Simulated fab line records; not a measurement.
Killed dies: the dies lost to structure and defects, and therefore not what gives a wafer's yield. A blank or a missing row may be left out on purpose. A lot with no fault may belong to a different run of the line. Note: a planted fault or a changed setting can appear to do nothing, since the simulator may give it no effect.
8D (eight disciplines) problem report, filled in by code | flow sky130 | the parts of the form that need people (team, actions taken, sign-off) are left out

== 1. PROBLEM STATEMENT ==
beam_energy_keV at SKY_NWELL_IMPLANT_12 reads a mean of 134.21 on 6 wafers of 2 lots; wafers without a fault read 120.00 with a standard deviation of 0.037. So: +99 or more standard deviations from the usual mean.
The first sign was on wafer L646.1 at day 8 05:00, on implanter-02. Wafers with a number at this step in the record: 18, from 6 lots. By rule, "out" or "out of limits" means more than 4 standard deviations away from the usual mean. Any other wafer with a number is counted as sound.

== 2. WHAT THIS IS AND IS NOT ==
question                    | is                     | is not
which readings at this step | beam_energy_keV        | -
which lots                  | L646, L651             | L631, L644, L647, L654
which wafers of those lots  | all that have a number | -
read on which tools         | implanter-02           | implanter-01, implanter-04
when                        | from day 8 05:00       | up to then (6 sound wafers); but 6 sound wafers of L647, L654 came after

== 3. THE SUSPECTS, EACH WITH WHAT RULES IT OUT ==
Counting: a tool at any process step up to the reading remains a suspect when it ran all the lots that are out and ran no sound lot after the first of those.
- implanter-02 at SKY_NWELL_IMPLANT_12: kept. All lots that are out passed through it, beginning with L646 at day 8 05:00, and no sound lot followed; its final sound lot before that point was L644 at day 7 16:47. On those wafers its own readings are out: beam_energy_keV.
Remaining after the count: implanter-02 at SKY_NWELL_IMPLANT_12.

== 4. THE CAUSE (what the simulator had put in) ==
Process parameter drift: implanter-02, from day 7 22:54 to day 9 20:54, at SKY_NWELL_IMPLANT_12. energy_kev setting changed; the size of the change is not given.
After counting, this tool was the only one left.

== 5. THE EFFECT CHAIN, in route order ==
One row per reading whose mean, taken over the struck wafers that have a number, lies over 3 standard deviations from the usual. Scope: only readings with a usual standard deviation given in the record; hours: median across lots of the time from each lot's start at the first step in this table that gives one to its start at this step; sigmas: change in usual standard deviations.
hours | step                 | reading         | usual  | on struck wafers | change | sigmas
0     | SKY_NWELL_IMPLANT_12 | beam_energy_keV | 120.00 | 134.21           | +14.21 | +99 or more
Its process steps:
- SKY_NWELL_IMPLANT_12

== 6. WHAT WOULD HAVE CAUGHT IT SOONER ==
6 hours passed between the start of the fault at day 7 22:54 and the first reading out of limits in this record, taken at day 8 05:00.
